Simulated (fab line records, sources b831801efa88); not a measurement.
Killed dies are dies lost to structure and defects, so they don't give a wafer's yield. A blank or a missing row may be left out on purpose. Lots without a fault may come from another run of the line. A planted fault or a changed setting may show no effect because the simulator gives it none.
A struck lot beside a sound one | flow sky130 | 37 steps out of a route of 708
Sound: wafers L475.1, L475.4, L475.6. Struck: wafers L484.1, L484.4. (L484.2 of the same lot was not struck and is left out.) The cause comes at the end.
At each step with rows: each side's tool, then ch and its chambers, then its first start. Under that, the readings that differ: sound wafers | struck wafers | difference of the means | sigmas: that difference in standard deviations of wafers without a fault.
alike: readings whose means differ by less than 2 such deviations, and words and numbers that are the same on both sides. not compared: withheld readings, readings that some wafer has no value for, bounds like >300 that may hide the same value, and numbers for which the record gives no deviation and whose values overlap.
The two part at a step that has a row with sigmas, a row that says differs or no value, or rows on one side only. Numbers that don't overlap but have no deviation are shown without sigmas and don't part them. A reading that every wafer of one side lacks parts them only if that side has two wafers or more.

first, 10 steps without rows for these wafers: SKY_VIA3_ETCH_15 (etches SiO2 in C4F8/O2/Ar, stops on TiN, target depth 507 nm, time 78 s); SKY_VIA3_STRIP_16 (strips in O2/N2); SKY_VIA3_STRIP_17 (strips in post etch residue remover, time 1200 s); SKY_VIA3_CLEAN_18 (cleans in IPA, time 180 s); SKY_VIA3_CLEAN_19 (cleans in O3/DIW); SKY_VIA3_SPUTTER_20 (material TiN, target thk 20 nm, time 80 s); SKY_VIA3_CVD_21 (deposits W, target thk 390 nm, time 117.31 s); SKY_VIA3_CMP_24 (polishes, stops on SiO2, t overpolish 20 s, target thk 0 nm); SKY_METAL4_SPUTTER_00 (material Ti, target thk 15 nm, time 10 s); SKY_METAL4_SPUTTER_01 (material TiN, target thk 20 nm, time 16.7 s).
SKY_METAL4_SPUTTER_02: material AlCu, target thk 735 nm, time 39.1 s.
  sound on pvd_sputter-03, day 42 02:56; struck on pvd_sputter-03, day 43 12:18
  reading                                     | sound             | struck      | difference | sigmas
  model.AlCu_of_METAL4_SPUTTER_02.thk_nm (nm) | 730.8 739.1 735.7 | 852.1 851.1 | +116.4     |
  alike: throttle_valve_pct
then, 24 steps without rows for these wafers: SKY_METAL4_SPUTTER_03 (material Ti, target thk 5 nm, time 3.3 s); SKY_METAL4_SPUTTER_04 (material TiN, target thk 70 nm, time 58.3 s); SKY_CAP2M_CVD_00 (deposits SiO2, target thk 15.5 nm); SKY_CAP2M_SPUTTER_02 (material TiN, target thk 200 nm, time 166.7 s); SKY_CAP2M_DEHYDRATE_05 (time 60 s); SKY_CAP2M_HMDS_06 (prime time 60 s); SKY_CAP2M_COAT_07 (resist thk 1140 nm); SKY_CAP2M_SOFTBAKE_08 (time 60 s); SKY_CAP2M_EXPOSE_09 (exposes mask CAP2M, target cd 1000 nm); SKY_CAP2M_PEB_10; SKY_CAP2M_DEVELOP_11 (develop time 60 s); SKY_CAP2M_METAL_ETCH_13 (etches TiN in Cl2/BCl3, stops on SiO2, target depth 220 nm, time 62.9 s); SKY_CAP2M_STRIP_14 (strips in O2/N2); SKY_CAP2M_STRIP_15 (strips in post etch residue remover, time 1200 s); SKY_CAP2M_CLEAN_16 (cleans in IPA, time 180 s); SKY_CAP2M_CLEAN_17 (cleans in O3/DIW); SKY_METAL4_DEHYDRATE_05 (time 60 s); SKY_METAL4_HMDS_06 (prime time 60 s); SKY_METAL4_COAT_07 (resist thk 60 nm); SKY_METAL4_COAT_08 (resist thk 1140 nm); SKY_METAL4_SOFTBAKE_09 (time 90 s); SKY_METAL4_EXPOSE_10 (exposes mask MM4, target cd 300 nm); SKY_METAL4_PEB_11; SKY_METAL4_DEVELOP_12 (develop time 60 s).
SKY_METAL4_METAL_ETCH_18: etches the open film in Cl2/BCl3, stops on SiO2, target depth 845 nm, time 183.1 s.
  sound on rie_metal-04 ch 0,1, day 44 01:03; struck on rie_metal-04 ch 0,1, day 45 08:35
  reading               | sound             | struck      | difference | sigmas
  oes_product_au (a.u.) | 0.869 0.870 0.863 | 0.931 0.936 | +0.066     | +11
  alike: bias_w, drypump_motor_current_A, throttle_valve_pct
  not compared: rf_hours_counter_h
-- the record jumps here: 4 days lie between the struck wafers' starts before and after (it left off in module METAL4 and takes up again in module PAD_OPEN, whose first step shown is number 708 of the route) --
SKY_PAD_OPEN_PROBE_99:
  sound on prober-02, day 47 20:08; struck on prober-02, day 48 22:40
  reading                      | sound                   | struck          | difference | sigmas
  killed_at_front_end          | 10 7 14                 | 28 22           | +15        | +3
  model.etest.met4.line_ohm_um | 0.1437 0.1418 0.1435    | 0.1259 0.1231   | -0.0185    |
  model.etest.met4.rs_ohm_sq   | 0.04282 0.04229 0.04254 | 0.03698 0.03703 | -0.00555   |
  alike: defect_limited_yield, killed_at_M0_to_M3, killed_at_M4_up, killed_at_contacts, killed_at_other, killed_dies, killed_open, killed_short, sort_bin_3_pad_short, sort_bin_5_function, sort_bin_6_memory, sort_n_pass, sort_yield_pct

WHERE THEY PART
First at SKY_METAL4_METAL_ETCH_18; last, within this record, at SKY_PAD_OPEN_PROBE_99.

WHY: what the simulator had put in
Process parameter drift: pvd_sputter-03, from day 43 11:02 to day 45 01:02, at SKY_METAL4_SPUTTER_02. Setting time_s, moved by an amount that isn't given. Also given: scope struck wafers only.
